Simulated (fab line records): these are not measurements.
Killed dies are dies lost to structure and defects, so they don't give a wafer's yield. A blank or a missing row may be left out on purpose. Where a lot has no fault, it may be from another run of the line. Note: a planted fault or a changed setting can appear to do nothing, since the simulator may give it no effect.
fab line records	flow sky130
[record] lots = 10	wafers = 30	last_day = 49
route steps=708 shown METAL4@629 PAD_OPEN@708
lots with no fault: from the same line, run without faults
start_h: the number of hours between the record's first day and the start of the first shown wafer of the lot	wait_h: hours since the lot's step before	" the same as in the row above	L1.1+2: a single row standing in for several wafers	- no value present, or no start provided	* or withheld: withheld	< > ~ a bound
route shown NAME@n: NAME is a module with steps in the file, n the number in the route of the first one	usual: the fault-free wafers' mean and standard deviation	same: alike in all rows	chamber/n: place in a boat	sites: the reading at each site	_std_site: the values' standard deviation	_edge_site: mean of outer sites minus mean of inner sites	radius_mm: how far each site lies from the wafer's centre	mask NAME#n: copy n	behind: the most recent tool/chamber to have shaped the wafer	hold: the reason the lot was held/the length of the hold in hours/how it ended	device: transistor that didn't switch, given as n, p or np	end of line: tests run on the same wafers once the route is complete	where a step has no rows: the recipe by itself	killed: dies that structure and defects cost at the first sort, which is not the same as the wafer's yield	map: a wafer's dies, marking killed ones x, the rest . and places with no die _
set.NAME: the setting the step ran with; set.NAME@STEP: the setting that earlier step ran with	model.NAME: the simulator's own value behind a step, which no gauge read
a sample of lots followed through the steps of the route, with each step as a table and each wafer as a row
services: from which hour (start_h, from the record's first day; less than 0 if before it) a tool's chamber was out of use, for how many hours, and why
[[steps]]
[step SKY_METAL4_CD_MEAS_13]
[recipe] target_cd_nm = 300
[usual] cd_nm = 299.4/1.7
lot.wafer	tool	chamber	start_h	wait_h	cd_nm
L934.3	cd_sem-02	-	974.36	-	300.9
L934.4	"	-	"	"	301.5
L934.5	"	-	"	"	301.0
L936.1	cd_sem-01	-	990.06	-	298.6
L936.3	"	-	"	"	297.5
L936.5	"	-	"	"	297.8
L937.3	cd_sem-02	-	1004.81	-	300.8
L937.5	"	-	"	"	299.5
L937.6	"	-	"	"	299.7
L938.1	cd_sem-01	-	1006.37	-	298.9
L938.4	"	-	"	"	299.1
L938.5	"	-	"	"	298.2
L939.1	cd_sem-02	-	1019.17	-	297.5
L939.3	"	-	"	"	298.1
L939.5	"	-	"	"	298.3
L946.1	cd_sem-01	-	1059.97	-	300.3
L946.2	"	-	"	"	299.1
L946.5	"	-	"	"	299.7
L952.1	cd_sem-01	-	1089.57	-	297.0
L952.5	"	-	"	"	296.3
L952.6	"	-	"	"	297.8
L951.1	cd_sem-01	-	1092.67	-	298.8
L951.2	"	-	"	"	301.7
L951.3	"	-	"	"	300.1
L953.1	cd_sem-02	-	1100.47	-	300.3
L953.2	"	-	"	"	299.4
L953.5	"	-	"	"	299.3
L954.1	cd_sem-02	-	1105.21	-	299.0
L954.3	"	-	"	"	299.2
L954.4	"	-	"	"	298.0
[step SKY_METAL4_OVL_MEAS_14]
[usual] METAL4_OVL = 3/5.2
lot.wafer	tool	chamber	start_h	wait_h	METAL4_OVL[nm]
L934.3	overlay-02	-	974.45	0.1	16
L934.4	"	-	"	"	2
L934.5	"	-	"	"	10
L936.1	overlay-02	-	990.18	0.1	6
L936.3	"	-	"	"	1
L936.5	"	-	"	"	3
L937.3	overlay-01	-	1004.90	0.1	-1
L937.5	"	-	"	"	-8
L937.6	"	-	"	"	3
L938.1	overlay-02	-	1006.49	0.1	5
L938.4	"	-	"	"	3
L938.5	"	-	"	"	6
L939.1	overlay-01	-	1019.29	0.1	-1
L939.3	"	-	"	"	6
L939.5	"	-	"	"	-3
L946.1	overlay-02	-	1060.09	0.1	5
L946.2	"	-	"	"	4
L946.5	"	-	"	"	7
L952.1	overlay-01	-	1089.69	0.1	1
L952.5	"	-	"	"	11
L952.6	"	-	"	"	6
L951.1	overlay-01	-	1092.79	0.1	3
L951.2	"	-	"	"	2
L951.3	"	-	"	"	7
L953.1	overlay-02	-	1100.59	0.1	-6
L953.2	"	-	"	"	0
L953.5	"	-	"	"	-2
L954.1	overlay-01	-	1105.33	0.1	3
L954.3	"	-	"	"	3
L954.4	"	-	"	"	3
[step SKY_METAL4_ETCH_16]
[recipe] chemistry = N2/H2	target = BARC	ion_energy_ev = 200	bias_w = 100	pressure_mtorr = 30	n2_flow_sccm = 100	h2_flow_sccm = 200	icp_w = 500	stop_on = SiO2	time_s = 88.2	target_depth_a = 600
[usual] bias_w = 100.03/0.3	drypump_motor_current_A = 5.7/0.59	oes_product_au = 0.625/0.0043	rf_fwd_power_W = 496.5/1.6	throttle_valve_pct = 13.205/0.0093
[same] time_s = 88.2
lot.wafer	tool	chamber	start_h	wait_h	bias_w	drypump_motor_current_A	oes_product_au	rf_fwd_power_W	rf_hours_counter_h	throttle_valve_pct
L934.3	rie_metal-03	1	974.54	0.0	99.84	6.5	0.630	498.9	-	13.213
L934.4	"	0	"	"	100.22	5.4	0.623	496.2	-	13.206
L934.5	"	0	"	"	100.07	5.4	0.621	496.9	-	13.195
L936.1	rie_metal-04	1	990.24	0.0	99.59	5.2	0.632	498.0	7	13.209
L936.3	"	1	"	"	99.63	5.2	0.630	495.8	-	13.203
L936.5	"	1	"	"	99.93	5.2	0.624	498.6	-	13.193
L937.3	rie_metal-04	1	1004.99	0.0	100.04	5.2	0.624	495.0	-	13.189
L937.5	"	1	"	"	99.95	5.2	0.621	496.9	-	13.188
L937.6	"	0	"	"	99.84	5.6	0.623	495.0	-	13.198
L938.1	rie_metal-02	0	1006.55	0.0	99.88	6.3	0.626	499.2	6	13.209
L938.4	"	1	"	"	99.77	5.0	0.628	496.2	-	13.201
L938.5	"	1	"	"	100.28	5.0	0.623	495.9	-	13.210
L939.1	rie_metal-03	0	1019.35	0.0	99.93	5.4	0.625	497.3	14	13.199
L939.3	"	1	"	"	100.52	6.5	0.630	495.4	-	13.198
L939.5	"	0	"	"	100.03	5.4	0.625	493.9	-	13.205
L946.1	rie_metal-03	1	1060.15	0.0	99.92	6.5	0.619	494.1	11	13.212
L946.2	"	0	"	"	100.40	5.4	0.631	495.1	16	13.207
L946.5	"	0	"	"	100.34	5.4	0.631	497.3	-	13.196
L952.1	rie_metal-04	1	1089.75	0.0	99.75	5.2	0.626	499.0	13	13.194
L952.5	"	1	"	"	99.80	5.2	0.627	497.3	-	13.213
L952.6	"	0	"	"	99.55	5.6	0.618	495.8	-	13.191
L951.1	rie_metal-02	0	1092.85	0.0	100.12	6.3	0.629	498.4	11	13.188
L951.2	"	1	"	"	100.10	5.0	0.624	496.2	14	13.216
L951.3	"	0	"	"	100.17	6.3	0.623	498.6	-	13.209
L953.1	rie_metal-02	0	1100.66	0.0	100.22	6.3	0.624	495.0	12	13.190
L953.2	"	1	"	"	99.90	5.0	0.627	494.6	15	13.196
L953.5	"	1	"	"	100.29	5.0	0.624	495.2	-	13.207
L954.1	rie_metal-02	1	1105.39	0.0	100.17	5.0	0.626	497.5	15	13.198
L954.3	"	1	"	"	99.79	5.0	0.620	496.2	-	13.209
L954.4	"	0	"	"	99.43	6.3	0.627	498.2	-	13.197
[step SKY_METAL4_METAL_ETCH_18]
[recipe] target_depth_a = 8450	stop_on = SiO2	over_etch_frac = 0.3	time_s = 183.1	chemistry = Cl2/BCl3	resist_sidewall_deg = 88	pressure_mtorr = 10	icp_w = 900	bias_w = 48.5	Cl2_flow_sccm = 60	bcl3_flow_sccm = 30
[usual] bias_w = 48.50/0.12	drypump_motor_current_A = 5.6/0.52	oes_product_au = 0.875/0.0069	rf_fwd_power_W = 896.5/2.7	throttle_valve_pct = 22.263/0.0086
[same] time_s = 183.1
lot.wafer	tool	chamber	start_h	wait_h	bias_w	drypump_motor_current_A	oes_product_au	rf_fwd_power_W	rf_hours_counter_h	throttle_valve_pct
L934.3	rie_metal-02	1	974.68	0.1	48.50	5.0	0.874	894.8	-	22.261
L934.4	"	0	"	"	48.43	6.3	0.884	894.8	-	22.265
L934.5	"	0	"	"	48.53	6.3	0.879	895.4	-	22.266
L936.1	rie_metal-02	1	990.36	0.0	48.31	5.0	0.882	893.0	7	22.268
L936.3	"	1	"	"	48.41	5.0	0.881	893.7	-	22.277
L936.5	"	1	"	"	48.34	5.0	0.877	893.1	-	22.266
L937.3	rie_metal-03	1	1005.13	0.1	48.54	6.5	0.874	898.8	-	22.270
L937.5	"	0	"	"	48.50	5.4	0.868	895.3	-	22.245
L937.6	"	1	"	"	48.51	6.5	0.867	897.5	-	22.274
L938.1	rie_metal-04	0	1006.67	0.0	48.34	5.6	0.881	890.9	4	22.269
L938.4	"	0	"	"	48.37	5.6	0.883	895.4	-	22.269
L938.5	"	0	"	"	48.44	5.6	0.882	895.0	-	22.265
L939.1	rie_metal-04	0	1019.47	0.0	48.25	5.6	0.878	896.1	5	22.286
L939.3	"	1	"	"	48.48	5.2	0.871	897.2	-	22.263
L939.5	"	1	"	"	48.65	5.2	0.866	896.4	-	22.273
L946.1	rie_metal-04	0	1060.27	0.0	68.29	5.6	0.863	898.1	8	22.272
L946.2	"	1	"	"	48.48	5.2	0.868	896.1	11	22.260
L946.5	"	0	"	"	68.30	5.6	0.875	898.1	-	22.281
L952.1	rie_metal-02	0	1089.87	0.0	48.51	6.3	0.878	895.8	11	22.270
L952.5	"	1	"	"	48.72	5.0	0.866	893.3	-	22.253
L952.6	"	0	"	"	48.33	6.3	0.880	894.3	-	22.264
L951.1	rie_metal-03	1	1092.97	0.0	48.43	6.5	0.874	895.8	13	22.255
L951.2	"	0	"	"	48.33	5.4	0.878	899.7	19	22.260
L951.3	"	0	"	"	48.67	5.4	0.870	895.8	-	22.253
L953.1	rie_metal-03	1	1100.77	0.0	48.56	6.5	0.863	892.0	14	22.262
L953.2	"	0	"	"	48.65	5.4	0.884	895.8	19	22.256
L953.5	"	0	"	"	48.37	5.4	0.879	893.7	-	22.259
L954.1	rie_metal-03	1	1105.51	0.0	48.49	6.5	0.865	897.4	14	22.257
L954.3	"	1	"	"	48.59	6.5	0.879	898.0	-	22.257
L954.4	"	0	"	"	48.48	5.4	0.873	898.5	-	22.254
[step SKY_METAL4_STRIP_19]
[recipe] chemistry = O2/N2	power_w = 1400	pressure_mtorr = 1500	platen_temp_c = withheld	o2_flow_sccm = 3000	n2_flow_sccm = 300	overash_fraction = 0.5
[usual] drypump_motor_current_A = 5.7/0.61	oes_product_au = 0.504/0.006	strip_time_to_endpoint_s = 6.56/0.082
lot.wafer	tool	chamber	start_h	wait_h	drypump_motor_current_A	oes_product_au	rf_hours_counter_h	strip_time_to_endpoint_s
L934.3	plasma_asher-03	0	974.83	0.1	5.0	0.502	-	6.69
L934.4	"	1	"	"	5.6	0.518	-	6.67
L934.5	"	0	"	"	5.1	0.502	-	6.58
L936.1	plasma_asher-01	1	990.54	0.1	5.0	0.506	118	6.74
L936.3	"	1	"	"	5.0	0.511	-	6.72
L936.5	"	0	"	"	5.4	0.503	-	6.71
L937.3	plasma_asher-04	0	1005.28	0.1	6.7	0.497	-	6.50
L937.5	"	0	"	"	6.7	0.494	-	6.46
L937.6	"	1	"	"	6.1	0.500	-	6.47
L938.1	plasma_asher-04	0	1006.85	0.1	6.7	0.501	88	6.48
L938.4	"	0	"	"	6.7	0.504	-	6.51
L938.5	"	0	"	"	6.7	0.503	-	6.53
L939.1	plasma_asher-04	1	1019.65	0.1	6.1	0.502	90	6.47
L939.3	"	1	"	"	6.1	0.514	-	6.53
L939.5	"	1	"	"	6.2	0.502	-	6.58
L946.1	plasma_asher-03	1	1060.45	0.1	5.5	0.460	59	5.68
L946.2	"	0	"	"	5.0	0.498	59	6.56
L946.5	"	0	"	"	5.0	0.470	-	5.67
L952.1	plasma_asher-04	1	1090.05	0.1	6.1	0.507	97	6.68
L952.5	"	0	"	"	6.7	0.513	-	6.72
L952.6	"	1	"	"	6.1	0.509	-	6.69
L951.1	plasma_asher-04	0	1093.15	0.1	6.7	0.502	97	6.49
L951.2	"	1	"	"	6.1	0.494	97	6.47
L951.3	"	1	"	"	6.1	0.506	-	6.52
L953.1	plasma_asher-03	0	1100.95	0.1	5.0	0.513	64	6.53
L953.2	"	1	"	"	5.5	0.502	64	6.47
L953.5	"	1	"	"	5.5	0.494	-	6.52
L954.1	plasma_asher-01	0	1105.69	0.1	5.4	0.506	4	6.56
L954.3	"	0	"	"	5.4	0.507	-	6.50
L954.4	"	1	"	"	5.0	0.512	-	6.57
[step SKY_PAD_OPEN_PROBE_99]
[usual] defect_limited_yield = 82.4/2	killed_at_M0_to_M3 = 44/7.9	killed_at_M4_up = 3.1/2	killed_at_contacts = 23/4.9	killed_at_front_end = 15/3.9	killed_at_other = 0.2/0.49	killed_dies = 86/10	killed_open = 47/7.1	killed_short = 39/7.1	sort_bin_3_pad_short = 0.9/0.41	sort_bin_5_function = 10.4/1.5	sort_bin_6_memory = 6.3/1	sort_n_pass = 406/10	sort_yield_pct = 82.4/2
[same] gross_dies = 492	killed_at_back_side = 0	sort_bin_4_leakage[%] = 0	sort_bin_8_speed[%] = 0
lot.wafer	tool	chamber	start_h	wait_h	defect_limited_yield[%]	killed_at_M0_to_M3	killed_at_M4_up	killed_at_contacts	killed_at_front_end	killed_at_other	killed_dies	killed_open	killed_short	sort_bin_3_pad_short[%]	sort_bin_5_function[%]	sort_bin_6_memory[%]	sort_n_pass	sort_yield_pct[%]
L934.3	prober-02	-	1071.68	0.2	81.1	49	1	28	15	0	93	50	43	1.6	10.8	6.5	399	81.1
L934.4	prober-02	-	1071.73	0.2	79.7	52	5	26	15	2	100	50	50	1.0	11.8	7.5	392	79.7
L934.5	prober-02	-	1071.78	0.2	84.3	40	0	21	16	0	77	44	33	0.6	8.5	6.5	415	84.3
L936.1	prober-02	-	1084.79	0.1	85.0	34	1	24	15	0	74	39	34	1.0	9.3	4.7	418	85.0
L936.3	prober-02	-	1084.89	0.2	84.3	49	1	18	9	0	77	43	34	0.2	10.8	4.7	415	84.3
L936.5	prober-02	-	1084.99	0.2	80.5	47	5	25	19	0	96	46	50	1.2	11.8	6.5	396	80.5
L937.3	prober-01	-	1098.94	0.2	82.5	49	4	22	11	0	86	49	37	1.0	8.3	8.1	406	82.5
L937.5	prober-01	-	1099.04	0.2	83.7	33	1	27	19	0	80	43	37	0.6	9.6	6.1	412	83.7
L937.6	prober-01	-	1099.09	0.2	84.6	41	3	17	15	0	76	41	35	1.2	9.1	5.1	416	84.6
L938.1	prober-02	-	1099.59	0.1	78.7	65	3	21	16	0	105	56	49	0.6	12.4	8.3	387	78.7
L938.4	prober-02	-	1099.74	0.2	79.5	50	5	25	20	1	101	47	54	1.0	13.4	6.1	391	79.5
L938.5	prober-02	-	1099.79	0.2	82.9	47	3	19	15	0	84	43	41	0.6	10.4	6.1	408	82.9
L939.1	prober-01	-	1110.44	0.1	83.9	37	3	21	18	0	79	41	37	1.0	8.5	6.5	413	83.9
L939.3	prober-01	-	1110.54	0.2	80.5	57	3	20	15	1	96	55	41	1.0	11.6	6.9	396	80.5
L939.5	prober-01	-	1110.64	0.2	81.9	42	5	35	7	0	89	46	43	0.8	10.6	6.7	403	81.9
L946.1	prober-02	-	1144.89	0.1	79.9	50	9	22	17	1	99	43	56	1.4	12.8	5.9	393	79.9
L946.2	prober-02	-	1144.94	0.1	82.5	46	5	22	13	0	86	48	38	0.6	10.0	6.9	406	82.5
L946.5	prober-02	-	1145.09	0.2	80.9	46	5	25	18	0	94	61	33	1.0	12.4	5.7	398	80.9
L952.1	prober-01	-	1170.67	0.1	83.1	39	5	27	12	0	83	45	38	0.4	9.3	7.1	409	83.1
L952.5	prober-01	-	1170.87	0.2	83.7	44	2	21	13	0	80	43	37	0.2	10.6	5.5	412	83.7
L952.6	prober-01	-	1170.92	0.2	81.7	55	1	17	17	0	90	57	33	0.8	10.4	7.1	402	81.7
L951.1	prober-02	-	1173.83	0.1	81.9	41	3	20	25	0	89	51	38	1.2	9.8	7.1	403	81.9
L951.2	prober-02	-	1173.88	0.1	83.3	42	2	22	16	0	82	41	41	1.2	10.2	5.3	410	83.3
L951.3	prober-02	-	1173.93	0.2	85.2	34	2	22	15	0	73	43	30	1.0	9.6	4.3	419	85.2
L953.1	prober-01	-	1180.19	0.1	79.3	47	5	31	19	0	102	56	46	1.4	13.0	6.3	390	79.3
L953.2	prober-01	-	1180.24	0.1	86.0	31	3	25	10	0	69	36	33	0.6	8.5	4.9	423	86.0
L953.5	prober-01	-	1180.39	0.2	83.3	37	6	21	18	0	82	47	35	0.4	9.3	6.9	410	83.3
L954.1	prober-02	-	1184.29	0.1	81.3	46	4	25	17	0	92	46	46	1.6	10.6	6.5	400	81.3
L954.3	prober-02	-	1184.39	0.2	85.0	40	4	19	11	0	74	44	30	1.0	8.7	5.3	418	85.0
L954.4	prober-02	-	1184.44	0.2	81.5	55	7	15	14	0	91	47	44	1.2	10.0	7.3	401	81.5
// killed by level:class
L934.3 VIA1:geometric_particle:open=15 LI_CONTACT:geometric_particle:open=10 METAL2:geometric_particle:short=8 CONTACT:geometric_particle:open=7 FIELD_ISO:geometric_particle:short=6 FIELD_ISO:geometric_particle:open=4 POLY_GATE:geometric_particle:short=4 LOCAL_INTERCONNECT:geometric_particle:short=4
L934.4 VIA1:geometric_particle:open=12 METAL2:geometric_particle:short=10 VIA3:geometric_particle:open=8 LI_CONTACT:geometric_particle:open=8 METAL1:geometric_particle:short=6 CONTACT:geometric_particle:open=6 FIELD_ISO:geometric_particle:short=4 POLY_GATE:geometric_particle:open=4
L934.5 VIA1:geometric_particle:open=9 VIA3:geometric_particle:open=8 LI_CONTACT:geometric_particle:open=7 CONTACT:geometric_particle:open=7 POLY_GATE:geometric_particle:open=5 VIA1:geometric_particle:short=5 FIELD_ISO:geometric_particle:short=4 CONTACT:geometric_particle:short=4
L936.1 CONTACT:geometric_particle:open=8 FIELD_ISO:geometric_particle:open=7 VIA1:geometric_particle:open=7 VIA1:geometric_particle:short=6 CONTACT:geometric_particle:short=5 LOCAL_INTERCONNECT:geometric_particle:short=5 FIELD_ISO:geometric_particle:short=4 VIA2:geometric_particle:open=4
L936.3 VIA1:geometric_particle:open=10 METAL2:geometric_particle:short=8 VIA2:geometric_particle:open=7 LI_CONTACT:geometric_particle:open=6 CONTACT:geometric_particle:open=6 METAL1:geometric_particle:short=6 VIA1:geometric_particle:short=6 VIA3:geometric_particle:open=6
L936.5 VIA1:geometric_particle:open=11 CONTACT:geometric_particle:open=9 VIA3:geometric_particle:open=8 FIELD_ISO:geometric_particle:short=7 LI_CONTACT:geometric_particle:open=6 VIA1:geometric_particle:short=6 VIA2:geometric_particle:short=6 LI_CONTACT:geometric_particle:short=5
L937.3 VIA3:geometric_particle:open=12 CONTACT:geometric_particle:open=10 VIA1:geometric_particle:short=7 VIA1:geometric_particle:open=7 METAL2:geometric_particle:short=6 VIA2:geometric_particle:open=6 METAL3:geometric_particle:short=6 LI_CONTACT:geometric_particle:open=5
L937.5 CONTACT:geometric_particle:open=9 CONTACT:geometric_particle:short=7 LI_CONTACT:geometric_particle:open=6 VIA3:geometric_particle:open=6 POLY_GATE:geometric_particle:short=5 POLY_GATE:geometric_particle:open=5 VIA1:geometric_particle:open=4 VIA2:geometric_particle:open=4
L937.6 VIA1:geometric_particle:open=9 VIA2:geometric_particle:open=7 CONTACT:geometric_particle:open=6 FIELD_ISO:geometric_particle:short=5 LI_CONTACT:geometric_particle:open=5 VIA3:geometric_particle:short=5 METAL2:geometric_particle:open=4 METAL3:geometric_particle:short=4
L938.1 VIA2:geometric_particle:open=12 VIA3:geometric_particle:open=10 VIA1:geometric_particle:open=10 FIELD_ISO:geometric_particle:short=8 METAL1:geometric_particle:short=7 CONTACT:geometric_particle:open=6 METAL2:geometric_particle:short=6 LI_CONTACT:geometric_particle:open=5
L938.4 VIA1:geometric_particle:open=17 LOCAL_INTERCONNECT:geometric_particle:short=8 CONTACT:geometric_particle:short=7 CONTACT:geometric_particle:open=7 VIA2:geometric_particle:open=7 POLY_GATE:geometric_particle:short=6 METAL1:geometric_particle:short=5 VIA2:geometric_particle:short=5
L938.5 VIA3:geometric_particle:open=12 VIA1:geometric_particle:open=10 CONTACT:geometric_particle:short=8 METAL1:geometric_particle:short=7 FIELD_ISO:geometric_particle:short=5 CONTACT:geometric_particle:open=5 VIA2:geometric_particle:open=5 VIA1:geometric_particle:short=4
L939.1 VIA1:geometric_particle:open=9 FIELD_ISO:geometric_particle:open=6 LI_CONTACT:geometric_particle:open=6 CONTACT:geometric_particle:open=5 METAL1:geometric_particle:short=5 LI_CONTACT:geometric_particle:short=4 SPACER:geometric_particle:short=4 METAL2:geometric_particle:short=4
L939.3 VIA1:geometric_particle:open=19 VIA2:geometric_particle:open=10 CONTACT:geometric_particle:open=6 METAL2:geometric_particle:short=6 LOCAL_INTERCONNECT:geometric_particle:short=5 VIA3:geometric_particle:open=5 FIELD_ISO:geometric_particle:short=4 POLY_GATE:geometric_particle:open=4
L939.5 VIA1:geometric_particle:open=14 LI_CONTACT:geometric_particle:short=9 CONTACT:geometric_particle:open=9 VIA2:geometric_particle:open=9 LOCAL_INTERCONNECT:geometric_particle:short=6 METAL4:geometric_particle:short=5 LI_CONTACT:geometric_particle:open=5 METAL1:geometric_particle:short=5
L946.1 VIA2:geometric_particle:open=9 METAL2:geometric_particle:short=7 VIA3:geometric_particle:open=7 METAL4:geometric_particle:short=7 FIELD_ISO:geometric_particle:open=6 METAL1:geometric_particle:short=6 VIA3:geometric_particle:short=6 FIELD_ISO:geometric_particle:short=5
L946.2 CONTACT:geometric_particle:open=11 VIA2:geometric_particle:open=9 VIA3:geometric_particle:open=9 VIA1:geometric_particle:open=7 VIA1:geometric_particle:short=6 POLY_GATE:geometric_particle:short=5 CONTACT:geometric_particle:short=5 METAL2:geometric_particle:short=5
L946.5 LI_CONTACT:geometric_particle:open=11 VIA1:geometric_particle:open=11 VIA2:geometric_particle:open=9 POLY_GATE:geometric_particle:open=7 CONTACT:geometric_particle:open=6 VIA3:geometric_particle:open=6 METAL1:geometric_particle:short=5 CONTACT:geometric_particle:short=4
L952.1 CONTACT:geometric_particle:open=15 VIA1:geometric_particle:open=9 CONTACT:geometric_particle:short=6 VIA2:geometric_particle:open=6 METAL2:geometric_particle:short=5 VIA3:geometric_particle:open=5 FIELD_ISO:geometric_particle:short=4 VIA3:geometric_particle:short=4
L952.5 VIA1:geometric_particle:open=12 CONTACT:geometric_particle:open=10 VIA1:geometric_particle:short=10 CONTACT:geometric_particle:short=6 FIELD_ISO:geometric_particle:open=5 METAL1:geometric_particle:short=4 VIA2:geometric_particle:open=4 VIA3:geometric_particle:open=3
L952.6 VIA1:geometric_particle:open=18 FIELD_ISO:geometric_particle:open=11 METAL2:geometric_particle:short=9 LI_CONTACT:geometric_particle:open=8 VIA3:geometric_particle:open=8 VIA2:geometric_particle:short=6 FIELD_ISO:geometric_particle:short=5 VIA2:geometric_particle:open=5
L951.1 FIELD_ISO:geometric_particle:open=9 VIA1:geometric_particle:open=9 CONTACT:geometric_particle:open=7 CONTACT:geometric_particle:short=7 VIA2:geometric_particle:open=7 FIELD_ISO:geometric_particle:short=6 VIA1:geometric_particle:short=5 POLY_GATE:geometric_particle:short=5
L951.2 CONTACT:geometric_particle:open=13 VIA1:geometric_particle:open=10 METAL2:geometric_particle:short=8 VIA2:geometric_particle:open=6 FIELD_ISO:geometric_particle:short=4 POLY_GATE:geometric_particle:short=4 POLY_GATE:geometric_particle:open=4 LI_CONTACT:geometric_particle:open=4
L951.3 CONTACT:geometric_particle:open=9 LI_CONTACT:geometric_particle:open=7 POLY_GATE:geometric_particle:open=6 METAL2:geometric_particle:short=6 VIA2:geometric_particle:open=6 VIA3:geometric_particle:open=6 CONTACT:geometric_particle:short=5 FIELD_ISO:geometric_particle:open=4
L953.1 LI_CONTACT:geometric_particle:open=9 CONTACT:geometric_particle:open=9 FIELD_ISO:geometric_particle:open=7 POLY_GATE:geometric_particle:short=7 VIA1:geometric_particle:open=7 METAL2:geometric_particle:short=7 VIA2:geometric_particle:open=6 CONTACT:geometric_particle:short=5
L953.2 CONTACT:geometric_particle:open=10 VIA1:geometric_particle:open=9 LOCAL_INTERCONNECT:geometric_particle:short=7 CONTACT:geometric_particle:short=5 VIA2:geometric_particle:open=5 METAL1:geometric_particle:short=4 METAL2:geometric_particle:short=4 POLY_GATE:geometric_particle:short=3
L953.5 CONTACT:geometric_particle:open=9 VIA2:geometric_particle:open=8 LI_CONTACT:geometric_particle:open=7 FIELD_ISO:geometric_particle:short=6 VIA1:geometric_particle:open=6 VIA1:geometric_particle:short=5 FIELD_ISO:geometric_particle:open=4 VIA2:geometric_particle:short=4
L954.1 VIA3:geometric_particle:open=9 VIA2:geometric_particle:open=8 VIA1:geometric_particle:open=8 LI_CONTACT:geometric_particle:open=7 FIELD_ISO:geometric_particle:short=5 LOCAL_INTERCONNECT:geometric_particle:short=5 CONTACT:geometric_particle:short=5 METAL2:geometric_particle:short=5
L954.3 VIA2:geometric_particle:open=10 CONTACT:geometric_particle:open=6 VIA1:geometric_particle:open=6 METAL2:geometric_particle:short=6 LI_CONTACT:geometric_particle:open=6 VIA3:geometric_particle:open=5 VIA2:geometric_particle:short=5 FIELD_ISO:geometric_particle:open=4
L954.4 VIA1:geometric_particle:open=15 VIA3:geometric_particle:open=13 VIA2:geometric_particle:open=8 VIA1:geometric_particle:short=6 CONTACT:geometric_particle:short=6 METAL4:geometric_particle:short=6 FIELD_ISO:geometric_particle:short=4 POLY_GATE:geometric_particle:short=4
[[services]]
tool	chamber	start_h	hours	kind
rie_metal-02	0	963.72	2.1	repair
plasma_asher-01	-	984.38	5.7	repair
plasma_asher-01	-	1055.25	9.0	pm
plasma_asher-01	0	1055.25	9.0	vent_cycle
plasma_asher-01	1	1055.25	9.0	vent_cycle
plasma_asher-01	0	1064.25	-	clean
plasma_asher-01	1	1064.25	-	clean
[[key]]
[first_sign] step = SKY_METAL4_METAL_ETCH_18	reading = bias_w	direction = up	sigmas = 99+	usual = 48.50	struck = 68.29
[effect] step = SKY_METAL4_STRIP_19	reading = strip_time_to_endpoint_s	direction = down	sigmas = 11	usual = *	struck = *
met_at SKY_METAL4_METAL_ETCH_18
struck_lots L946
struck_wafers L946.1,L946.5
not_acting_at SKY_METAL4_CD_MEAS_13,SKY_METAL4_OVL_MEAS_14,SKY_METAL4_ETCH_16
onset_between 1019.47 1060.27
[fault] kind = process_parameter_drift	tool = rie_metal-04	chamber = 0	onset_h = 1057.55	steps = SKY_METAL4_METAL_ETCH_18	channel = bias_w	offset = 19.851	shape = step	end_h = 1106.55	acts_in = these_recipes_only	stated = 48.5
